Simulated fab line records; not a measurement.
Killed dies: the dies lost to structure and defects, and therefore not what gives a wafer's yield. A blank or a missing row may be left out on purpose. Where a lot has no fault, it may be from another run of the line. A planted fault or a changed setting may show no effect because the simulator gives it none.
Lot-split experiment || flow sky130 || route with 708 steps; 5 lots, 23 wafers read

== ON THE SPLIT ==
At SKY_VT_ADJUST_LVTN_COAT_02 (resist thk 3000 nm), the setting spin-rpm was moved away from the recipe's 2000 rpm on 9 of the 23 wafers read, by -7.0% to +7.1%. The other wafers ran this setting at the recipe's value.

The reading comes from the split's own step.

== THE READING ==
coat_of_VT_ADJUST_LVTN_COAT_02.thk-nm (the simulator's own value, which no gauge read), in nm, at SKY_VT_ADJUST_LVTN_COAT_02 (resist thk 3000 nm). The file does not state a usual value for it. Across the 14 wafers here that went through the recipe, the average is 3004 nm and the standard deviation 6 nm.

{"wafer": "L074.1", "tool, chamber at the split": "litho-track-01, 0", "spin-rpm as run, rpm": 2000, "against the recipe": "recipe", "coat_of_VT_ADJUST_LVTN_COAT_02.thk-nm, nm": 3005, "against lot-mates on the recipe": "-"}
{"wafer": "L074.2", "tool, chamber at the split": "litho-track-01, 0", "spin-rpm as run, rpm": 2000, "against the recipe": "recipe", "coat_of_VT_ADJUST_LVTN_COAT_02.thk-nm, nm": 3012, "against lot-mates on the recipe": "-"}
{"wafer": "L074.4", "tool, chamber at the split": "litho-track-01, 0", "spin-rpm as run, rpm": 2000, "against the recipe": "recipe", "coat_of_VT_ADJUST_LVTN_COAT_02.thk-nm, nm": 3011, "against lot-mates on the recipe": "-"}
{"wafer": "L074.5", "tool, chamber at the split": "litho-track-01, 0", "spin-rpm as run, rpm": 2000, "against the recipe": "recipe", "coat_of_VT_ADJUST_LVTN_COAT_02.thk-nm, nm": 3013, "against lot-mates on the recipe": "-"}
{"wafer": "L074.6", "tool, chamber at the split": "litho-track-01, 0", "spin-rpm as run, rpm": 2000, "against the recipe": "recipe", "coat_of_VT_ADJUST_LVTN_COAT_02.thk-nm, nm": 3009, "against lot-mates on the recipe": "-"}
{"wafer": "L076.1", "tool, chamber at the split": "litho-track-03, 0", "spin-rpm as run, rpm": 2000, "against the recipe": "recipe", "coat_of_VT_ADJUST_LVTN_COAT_02.thk-nm, nm": 2999, "against lot-mates on the recipe": "-"}
{"wafer": "L076.2", "tool, chamber at the split": "litho-track-03, 0", "spin-rpm as run, rpm": 2061, "against the recipe": "+3.0%", "coat_of_VT_ADJUST_LVTN_COAT_02.thk-nm, nm": 2953, "against lot-mates on the recipe": -43}
{"wafer": "L076.3", "tool, chamber at the split": "litho-track-03, 0", "spin-rpm as run, rpm": 2000, "against the recipe": "recipe", "coat_of_VT_ADJUST_LVTN_COAT_02.thk-nm, nm": 2993, "against lot-mates on the recipe": "-"}
{"wafer": "L076.4", "tool, chamber at the split": "litho-track-03, 0", "spin-rpm as run, rpm": 2061, "against the recipe": "+3.0%", "coat_of_VT_ADJUST_LVTN_COAT_02.thk-nm, nm": 2955, "against lot-mates on the recipe": -41}
{"wafer": "L076.5", "tool, chamber at the split": "litho-track-03, 0", "spin-rpm as run, rpm": 2061, "against the recipe": "+3.0%", "coat_of_VT_ADJUST_LVTN_COAT_02.thk-nm, nm": 2947, "against lot-mates on the recipe": -49}
{"wafer": "L080.1", "tool, chamber at the split": "litho-track-03, 0", "spin-rpm as run, rpm": 2000, "against the recipe": "recipe", "coat_of_VT_ADJUST_LVTN_COAT_02.thk-nm, nm": 3005, "against lot-mates on the recipe": "-"}
{"wafer": "L080.3", "tool, chamber at the split": "litho-track-03, 0", "spin-rpm as run, rpm": 2000, "against the recipe": "recipe", "coat_of_VT_ADJUST_LVTN_COAT_02.thk-nm, nm": 3005, "against lot-mates on the recipe": "-"}
{"wafer": "L080.2", "tool, chamber at the split": "litho-track-03, 0", "spin-rpm as run, rpm": 2000, "against the recipe": "recipe", "coat_of_VT_ADJUST_LVTN_COAT_02.thk-nm, nm": 2998, "against lot-mates on the recipe": "-"}
{"wafer": "L083.1", "tool, chamber at the split": "litho-track-01, 0", "spin-rpm as run, rpm": 2143, "against the recipe": "+7.1%", "coat_of_VT_ADJUST_LVTN_COAT_02.thk-nm, nm": 2889, "against lot-mates on the recipe": -110}
{"wafer": "L083.2", "tool, chamber at the split": "litho-track-01, 0", "spin-rpm as run, rpm": 2000, "against the recipe": "recipe", "coat_of_VT_ADJUST_LVTN_COAT_02.thk-nm, nm": 3000, "against lot-mates on the recipe": "-"}
{"wafer": "L083.3", "tool, chamber at the split": "litho-track-01, 0", "spin-rpm as run, rpm": 2143, "against the recipe": "+7.1%", "coat_of_VT_ADJUST_LVTN_COAT_02.thk-nm, nm": 2898, "against lot-mates on the recipe": -102}
{"wafer": "L083.4", "tool, chamber at the split": "litho-track-01, 0", "spin-rpm as run, rpm": 2143, "against the recipe": "+7.1%", "coat_of_VT_ADJUST_LVTN_COAT_02.thk-nm, nm": 2892, "against lot-mates on the recipe": -108}
{"wafer": "L083.6", "tool, chamber at the split": "litho-track-01, 0", "spin-rpm as run, rpm": 2000, "against the recipe": "recipe", "coat_of_VT_ADJUST_LVTN_COAT_02.thk-nm, nm": 2999, "against lot-mates on the recipe": "-"}
{"wafer": "L085.1", "tool, chamber at the split": "litho-track-03, 0", "spin-rpm as run, rpm": 2000, "against the recipe": "recipe", "coat_of_VT_ADJUST_LVTN_COAT_02.thk-nm, nm": 3012, "against lot-mates on the recipe": "-"}
{"wafer": "L085.2", "tool, chamber at the split": "litho-track-03, 0", "spin-rpm as run, rpm": 1860, "against the recipe": "-7.0%", "coat_of_VT_ADJUST_LVTN_COAT_02.thk-nm, nm": 3098, "against lot-mates on the recipe": "+91"}
{"wafer": "L085.3", "tool, chamber at the split": "litho-track-03, 0", "spin-rpm as run, rpm": 2000, "against the recipe": "recipe", "coat_of_VT_ADJUST_LVTN_COAT_02.thk-nm, nm": 3002, "against lot-mates on the recipe": "-"}
{"wafer": "L085.4", "tool, chamber at the split": "litho-track-03, 0", "spin-rpm as run, rpm": 1860, "against the recipe": "-7.0%", "coat_of_VT_ADJUST_LVTN_COAT_02.thk-nm, nm": 3110, "against lot-mates on the recipe": "+103"}
{"wafer": "L085.5", "tool, chamber at the split": "litho-track-03, 0", "spin-rpm as run, rpm": 1860, "against the recipe": "-7.0%", "coat_of_VT_ADJUST_LVTN_COAT_02.thk-nm, nm": 3122, "against lot-mates on the recipe": "+115"}

FIT RESULTS
A straight line over all 23 wafers: coat_of_VT_ADJUST_LVTN_COAT_02.thk-nm changes by -15.5 nm for each +1% of spin-rpm; r = -0.99; the points scatter about the line by 6.8 nm.
The same after taking each lot's own level away (the mean of its wafers on the recipe; 23 wafers): -14.8 nm for each +1%; r = -1.00; scatter 4.9 nm.
On that fit, the largest move of spin-rpm shifts the reading by 1.1e+02 nm.
From 2996.0 to 3010.0 nm: that is the span of the lots' own levels, equal to 2.3 times the standard deviation above.
The two slopes are in agreement: the lot-to-lot level therefore moves the slope only a little.
Check: for one of the wafers moved furthest among these (+7.1%), held out of the fit, the line's prediction against its lot-mates is -105 nm. Against them it came out at -110 nm.

== OTHER SPLITS APPLIED TO THESE WAFERS ==
Before the reading, these wafers also passed through other splits. Each is held against what the fit with the lots' levels taken away leaves over:
{"other split on the same wafers": "SKY_FIELD_ISO_OXIDATION_01 temp-c", "wafers away from the commonest value": 18, "r with coat_of_VT_ADJUST_LVTN_COAT_02.thk-nm (lot level and that fit taken away)": -0.01}
{"other split on the same wafers": "SKY_FIELD_ISO_EXPOSE_10 dose-mj", "wafers away from the commonest value": 5, "r with coat_of_VT_ADJUST_LVTN_COAT_02.thk-nm (lot level and that fit taken away)": -0.12}
{"other split on the same wafers": "SKY_DNWELL_COAT_02 resist-thk-nm", "wafers away from the commonest value": 5, "r with coat_of_VT_ADJUST_LVTN_COAT_02.thk-nm (lot level and that fit taken away)": "+0.05"}
{"other split on the same wafers": "SKY_NWELL_IMPLANT_11 dose-cm2", "wafers away from the commonest value": 5, "r with coat_of_VT_ADJUST_LVTN_COAT_02.thk-nm (lot level and that fit taken away)": -0.25}
{"other split on the same wafers": "SKY_NWELL_IMPLANT_24 dose-cm2", "wafers away from the commonest value": 8, "r with coat_of_VT_ADJUST_LVTN_COAT_02.thk-nm (lot level and that fit taken away)": "+0.11"}

== THE WHOLE CHAIN: every reading that the file lists as answering this split, in the file's order ==
{"step": "SKY_VT_ADJUST_LVTN_COAT_02", "what it does": "resist thk 3000 nm", "reading": "coat_of_VT_ADJUST_LVTN_COAT_02.thk-nm (the simulator's own value, which no gauge read)", "change (the file's fit)": "-14.8 nm for each +1% of the setting", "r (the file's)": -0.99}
{"step": "SKY_VT_ADJUST_LVTN_STRIP_09", "what it does": "strips in O2/N2", "reading": "strip-time-to-endpoint-s", "change (the file's fit)": "withheld for each +1% of the setting", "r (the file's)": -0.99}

== FILE'S OWN FIT ==
coat_of_VT_ADJUST_LVTN_COAT_02.thk-nm changes by -14.8 nm for each +1% of spin-rpm, r = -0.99.
